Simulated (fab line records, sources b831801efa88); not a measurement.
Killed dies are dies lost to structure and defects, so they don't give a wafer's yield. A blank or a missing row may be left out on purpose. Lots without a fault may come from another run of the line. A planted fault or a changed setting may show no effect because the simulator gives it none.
Which tool did it? | flow sfq_line | 15 lots, 45 wafers sampled, at 2 steps of a route of 325

WHAT THE GAUGES READ, wafer by wafer
SFQ_M7_OVL_MEAS_945. Usual: M7_OVL 1 nm, standard deviation 4.6.
lot  | measured     | on         | M7_OVL (nm)       | flag
L504 | day 76 15:14 | overlay-02 | 0 0 -3            |
L505 | day 76 19:12 | overlay-01 | 9 5 5             |
L506 | day 76 22:48 | overlay-01 | 5 -1 2            |
L507 | day 77 05:59 | overlay-02 | 4 9 3             |
L508 | day 77 07:11 | overlay-02 | 1 -3 2            |
L509 | day 77 15:16 | overlay-01 | 58 65 61 61 68 65 | OFF
L510 | day 77 18:53 | overlay-01 | 64 67 57 62 66 66 | OFF
L511 | day 78 04:39 | overlay-01 | 63 70 63 67 74 67 | OFF
L512 | day 78 09:22 | overlay-01 | 65 72 64 69 75 68 | OFF
L516 | day 82 19:07 | overlay-01 | -2 2 -3           |
L517 | day 82 21:31 | overlay-01 | 5 10 15           |
L518 | day 83 23:16 | overlay-02 | -1 -4 3           |
L519 | day 87 01:40 | overlay-01 | 3 -3 -1           |
L520 | day 87 05:16 | overlay-01 | 3 2 0             |
L521 | day 87 10:04 | overlay-02 | -7 -6 -3          |

WHICH TOOL RAN EACH LOT (tool, then ch and the chambers of the sampled wafers, then the start)
lot  | SFQ_TRILAYER_M7_LITHO_EXPOSE_178
L504 | krf_scanner-02 ch 0, day 76 13:56
L505 | krf_scanner-02 ch 0, day 76 17:42
L506 | krf_scanner-02 ch 0, day 76 21:18
L507 | krf_scanner-01 ch 0, day 77 04:29
L508 | krf_scanner-01 ch 0, day 77 05:41
L509 | krf_scanner-01 ch 0, day 77 13:46
L510 | krf_scanner-01 ch 0, day 77 17:34
L511 | krf_scanner-01 ch 0, day 78 03:21
L512 | krf_scanner-01 ch 0, day 78 07:52
L516 | krf_scanner-02 ch 0, day 82 17:37
L517 | krf_scanner-02 ch 0, day 82 20:25
L518 | krf_scanner-02 ch 0, day 83 21:58
L519 | krf_scanner-02 ch 0, day 87 00:34
L520 | krf_scanner-02 ch 0, day 87 03:58
L521 | krf_scanner-02 ch 0, day 87 08:46
- SFQ_TRILAYER_M7_LITHO_EXPOSE_178: exposes mask M7, target cd 500 nm.

WHAT THE TOOLS THEMSELVES READ (means of the sampled wafers that have a number; where no wafer has one, the mark that the record gives instead)
The record holds no such reading with a usual standard deviation.

THE ANSWER, worked out from the rows above alone
Rule: a lot is off if the mean of its wafers that have a number lies more than 3 standard deviations from the usual mean. A lot without any number at a reading at which 4 lots or more have one is off too. The other lots that the step has rows for count as sound. The gauges are gone through in route order, then the tools' own readings, and for those a lot's mean is taken as printed above. The first step at which some lot is off is used, and at that step the reading that is off furthest; a lot without a number counts as furthest.
Off: L509, L510, L511, L512, at SFQ_M7_OVL_MEAS_945 (M7_OVL).
A tool fits if, at a process step before that reading, it ran every lot that is off, and no sound lot after the first of them. The gauges at SFQ_M7_OVL_MEAS_945 are tried like those tools. One fits: krf_scanner-01 at SFQ_TRILAYER_M7_LITHO_EXPOSE_178. Its last sound lot is L508 (day 77 05:41), its first lot that is off L509 (day 77 13:46): a fault that began between those two fits.

WHAT THE SIMULATOR HAD PUT IN
Scanner matching overlay: krf_scanner-01, from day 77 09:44 on, at SFQ_TRILAYER_M7_LITHO_EXPOSE_178. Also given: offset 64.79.
Lots struck among those shown: L509, L510, L511, L512. The rule above found the same.
